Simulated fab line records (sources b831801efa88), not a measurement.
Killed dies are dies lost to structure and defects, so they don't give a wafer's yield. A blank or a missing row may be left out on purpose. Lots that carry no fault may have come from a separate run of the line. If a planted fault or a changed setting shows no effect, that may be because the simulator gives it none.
Check for tools in common | flow gf180mcu | Sampled: 12 lots, 36 wafers

== WHY IT WAS OPENED ==
At GF_DUAL_GATE_THK_MEAS_03 the reading DUAL_GATE_OXIDATION_00_THK is flagged on 2 of 12 lots. Fault-free wafers read 10.92 nm, with a standard deviation of 0.18.
Rule: flag the lot when none of its wafers has a number, or when each of its wafers that has one lies beyond 4 standard deviations from that mean. The other lots count as sound.

lot  | measured     | on            | DUAL_GATE_OXIDATION_00_THK (nm), wafer by wafer | flag
L830 | day 7 17:34  | film_metro-01 | 10.96 11.01 11.08                               |
L831 | day 8 00:06  | film_metro-01 | 10.78 11.03 10.94                               |
L832 | day 8 03:06  | film_metro-01 | 10.67 10.74 10.68                               |
L833 | day 8 13:02  | film_metro-01 | 10.71 10.72 10.58                               |
L835 | day 9 07:17  | film_metro-03 | 10.92 10.79 10.77                               |
L838 | day 9 22:32  | film_metro-03 | 10.96 11.02 11.03                               |
L841 | day 10 21:32 | film_metro-04 | 10.74 10.85 10.69                               |
L842 | day 11 06:03 | film_metro-01 | 10.90 10.97 11.12                               |
L846 | day 12 05:04 | film_metro-01 | 10.95 11.14 11.06                               |
L847 | day 12 10:58 | film_metro-04 | 17.26 17.36 17.43                               | FLAGGED
L848 | day 12 18:58 | film_metro-01 | 17.56 17.49 17.58                               | FLAGGED
L850 | day 13 08:13 | film_metro-01 | 10.94 10.83 11.14                               |
On average the flagged lots' numbers are 17.45 nm, which is +6.53 nm against the usual, or +36 standard deviations.

== LOT BY LOT: THE TOOL USED ==
The record holds 1 process step before the reading, out of a route of 602 steps. In each cell: the tool, then ch and the chambers that the sampled wafers went through, then the start.
lot  | flag    | GF_DUAL_GATE_OXIDATION_02
L830 |         | furnace-02 ch 0, day 7 16:08
L831 |         | furnace-02 ch 0, day 7 22:31
L832 |         | furnace-01 ch 0, day 8 01:39
L833 |         | furnace-02 ch 0, day 8 11:35
L835 |         | furnace-02 ch 0, day 9 05:50
L838 |         | furnace-01 ch 0, day 9 21:04
L841 |         | furnace-02 ch 0, day 10 20:06
L842 |         | furnace-02 ch 0, day 11 04:36
L846 |         | furnace-01 ch 0, day 12 03:36
L847 | FLAGGED | furnace-02 ch 0, day 12 09:31
L848 | FLAGGED | furnace-02 ch 0, day 12 17:31
L850 |         | furnace-01 ch 0, day 13 06:46
What is done by these steps:
- GF_DUAL_GATE_OXIDATION_02: stabilise 600 s, purge 300 s, target thk 10.887 nm.
- GF_DUAL_GATE_THK_MEAS_03

== FLAGGED OVER TOTAL, TOOL BY TOOL (the gauges that took the reading come last) ==
step                      | tool          | lots run | flagged | share of the flagged lots | sound lots run after its first flagged lot
GF_DUAL_GATE_OXIDATION_02 | furnace-01    | 4        | 0       | none                      | -
GF_DUAL_GATE_OXIDATION_02 | furnace-02    | 8        | 2       | all                       | 0
GF_DUAL_GATE_THK_MEAS_03  | film_metro-01 | 8        | 1       | some                      | 1 (L850)
GF_DUAL_GATE_THK_MEAS_03  | film_metro-03 | 2        | 0       | none                      | -
GF_DUAL_GATE_THK_MEAS_03  | film_metro-04 | 2        | 1       | some                      | 0

== WHAT THE TABLE ALLOWS ==
Rows of the table that ran each flagged lot: 1, that is furnace-02 at GF_DUAL_GATE_OXIDATION_02.
- furnace-02 at GF_DUAL_GATE_OXIDATION_02: 2 of its 8 lots flagged. Last sound lot L842 at day 11 04:36, first flagged lot L847 at day 12 09:31; a fault beginning in between fits. Its own readings lie more than 4 standard deviations out on every wafer of the flagged lots: spike_tc_bottom_C, spike_tc_centre_C, spike_tc_lower_C, spike_tc_top_C, spike_tc_upper_C, tube_center_temp_C, tube_center_temp_C_max, zone_power_bottom_pct, zone_power_upper_pct.
What remains is a single tool, furnace-02 at GF_DUAL_GATE_OXIDATION_02.

== WHAT THE SIMULATOR PUT IN ==
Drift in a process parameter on furnace-02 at GF_DUAL_GATE_OXIDATION_02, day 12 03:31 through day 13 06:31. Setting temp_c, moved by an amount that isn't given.
Shown lots that were struck: L847, L848. The same result came from the rule above.
